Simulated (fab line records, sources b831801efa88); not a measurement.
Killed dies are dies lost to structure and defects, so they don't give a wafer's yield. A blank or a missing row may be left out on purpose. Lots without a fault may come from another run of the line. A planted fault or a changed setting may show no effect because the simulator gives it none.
Chamber matching | flow gf180mcu | GF_V4_CMP_04 on cmp-01: 4 sister chambers
The step polishes SiO2. 8 wafers are shown with their chamber, then 12 later ones without.

WAFERS WITH THEIR CHAMBER
wafer  | chamber | motor_current_A (A) | time_to_endpoint_s (s)
L081.6 | 1       | 10.9                | 80
L082.3 | 2       | 13.9                | 75
L084.1 | 2       | 13.5                | 67
L084.6 | 1       | 10.6                | 80
L086.2 | 0       | 11.8                | 74
L090.1 | 0       | 11.6                | 77
L090.3 | 3       | 11.1                | 75
L090.6 | 3       | 11.4                | 79

WAFERS WITHOUT THEIR CHAMBER
wafer  | motor_current_A (A) | time_to_endpoint_s (s)
L091.1 | 11.3                | 71
L091.2 | 13.6                | 68
L091.5 | 12.0                | 76
L092.3 | 11.7                | 72
L092.5 | 11.9                | 76
L092.6 | 13.6                | 80
L094.2 | 11.6                | 82
L094.3 | 11.9                | 69
L094.6 | 11.6                | 79
L097.2 | 10.4                | 74
L097.5 | 14.2                | 81
L097.6 | 10.6                | 86

WHICH CHAMBER EACH WENT THROUGH
wafer  | from the rows above          | in truth
L091.1 | can't be placed: 3 or 0 or 1 | 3
L091.2 | 2                            | 2
L091.5 | 0                            | 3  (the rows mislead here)
L092.3 | can't be placed: 0 or 3      | 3
L092.5 | 0                            | 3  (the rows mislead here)
L092.6 | 2                            | 2
L094.2 | can't be placed: 0 or 3 or 1 | 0
L094.3 | can't be placed: 0 or 3      | 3
L094.6 | can't be placed: 0 or 3      | 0
L097.2 | can't be placed: 1 or 3      | 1
L097.5 | 2                            | 2
L097.6 | 1                            | 1
Placed correctly: 4 of 12. Can't be placed from these rows: 6 (the true chamber is among the candidates in 6). Placed wrongly: 2.
How it was worked out, from the rows above alone: a wafer's distance from a chamber is the root of the sum, over the readings, of the square of ((its reading less the chamber's mean) divided by the reading's scatter). The wafer belongs to the nearest chamber; if the next one is less than 2 further off, it can't be placed. A chamber's mean is the mean of its shown wafers. The scatter: the root of (the sum of the squares of (reading less its chamber's mean) over the shown wafers, divided by (wafers less chambers)).
